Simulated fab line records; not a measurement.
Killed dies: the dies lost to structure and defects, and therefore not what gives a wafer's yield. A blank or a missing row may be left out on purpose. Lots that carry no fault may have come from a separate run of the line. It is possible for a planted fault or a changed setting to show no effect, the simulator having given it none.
Which of the tools did it? :: flow sky130 :: 30 wafers from 10 lots sampled at 3 of the route's 708 steps

## WHAT THE GAUGES READ, wafer by wafer
SKY_POLY_GATE_THK_MEAS_21.
lot: L778
measured: day 19 06:50
on: filmMetro-01
POLY_GATE_OXIDATION_THK (nm): 4.09 4.06 4.03

lot: L781
measured: day 20 04:09
on: filmMetro-02
POLY_GATE_OXIDATION_THK (nm): 4.10 4.14 4.08

lot: L784
measured: day 21 00:47
on: filmMetro-03
POLY_GATE_OXIDATION_THK (nm): 4.02 3.88 4.02

lot: L786
measured: day 22 01:35
on: filmMetro-01
POLY_GATE_OXIDATION_THK (nm): 4.04 3.95 3.84

lot: L788
measured: day 23 07:47
on: filmMetro-02
POLY_GATE_OXIDATION_THK (nm): 4.01 4.11 4.08

lot: L790
measured: day 23 19:06
on: filmMetro-02
POLY_GATE_OXIDATION_THK (nm): 4.09 4.10 4.05

lot: L789
measured: day 24 01:25
on: filmMetro-03
POLY_GATE_OXIDATION_THK (nm): 3.98 3.97 3.99

lot: L791
measured: day 23 23:16
on: filmMetro-01
POLY_GATE_OXIDATION_THK (nm): 4.09 4.04 4.16

lot: L793
measured: day 24 14:28
on: filmMetro-01
POLY_GATE_OXIDATION_THK (nm): 4.11 4.11 4.11

lot: L794
measured: day 25 02:43
on: filmMetro-01
POLY_GATE_OXIDATION_THK (nm): 3.92 4.03 3.97

## EACH LOT AND THE TOOL THAT RAN IT (in order: tool; ch and the chambers of the sampled wafers; start)
lot: L778
SKY_NWELL_STRIP_25: plasmaAsher-03 ch 0,1, day 7 02:49
SKY_POLY_GATE_ETCH_15: rieDiel-02 ch 0,1,3, day 19 05:13

lot: L781
SKY_NWELL_STRIP_25: plasmaAsher-01 ch 0,1, day 7 19:25
SKY_POLY_GATE_ETCH_15: rieDiel-03 ch 0,2,3, day 20 02:31

lot: L784
SKY_NWELL_STRIP_25: plasmaAsher-01 ch 0,1, day 8 08:23
SKY_POLY_GATE_ETCH_15: rieDiel-03 ch 2,3, day 20 23:10

lot: L786
SKY_NWELL_STRIP_25: plasmaAsher-02 ch 0,1, day 9 03:01
SKY_POLY_GATE_ETCH_15: rieDiel-02 ch 0,2,3, day 21 23:58

lot: L788
SKY_NWELL_STRIP_25: plasmaAsher-02 ch 0,1, day 10 02:41
SKY_POLY_GATE_ETCH_15: rieDiel-02 ch 0,1,3, day 23 06:07

lot: L790
SKY_NWELL_STRIP_25: plasmaAsher-03 ch 0,1, day 10 09:05
SKY_POLY_GATE_ETCH_15: rieDiel-03 ch 2,3, day 23 17:27

lot: L789
SKY_NWELL_STRIP_25: plasmaAsher-01 ch 0,1, day 10 09:58
SKY_POLY_GATE_ETCH_15: rieDiel-03 ch 0,1,3, day 23 23:46

lot: L791
SKY_NWELL_STRIP_25: plasmaAsher-02 ch 0,1, day 10 14:56
SKY_POLY_GATE_ETCH_15: rieDiel-04 ch 0,1, day 23 21:36

lot: L793
SKY_NWELL_STRIP_25: plasmaAsher-02 ch 0,1, day 10 20:50
SKY_POLY_GATE_ETCH_15: rieDiel-02 ch 1,2,3, day 24 12:48

lot: L794
SKY_NWELL_STRIP_25: plasmaAsher-03 ch 0,1, day 11 10:42
SKY_POLY_GATE_ETCH_15: rieDiel-04 ch 2,3, day 25 01:04
- SKY_NWELL_STRIP_25: strips in O2/N2.
- SKY_POLY_GATE_ETCH_15: etches BARC in N2/H2, stops on SiO2, time 118.5 s, target depth 110 nm.

## THE ANSWER, worked out from the rows above alone
Rule: the usual values come from the lots themselves. Put in order of their means at a reading, lots are off if they are a third of the lots or fewer, leave a main group of 4 or more, and stand apart from it by a gap of 3 or more times the standard deviation of the main group's means; of several such gaps the widest counts. A main group is skipped when, at the precision printed for the reading in the tables above, its means are all equal. A lot without any number at a reading at which 4 lots or more have one is off too. All remaining lots with rows at the step are treated as sound.
Nothing can be told from this: no lot is off at any reading shown.

## WHAT THE SIMULATOR HAD PUT IN
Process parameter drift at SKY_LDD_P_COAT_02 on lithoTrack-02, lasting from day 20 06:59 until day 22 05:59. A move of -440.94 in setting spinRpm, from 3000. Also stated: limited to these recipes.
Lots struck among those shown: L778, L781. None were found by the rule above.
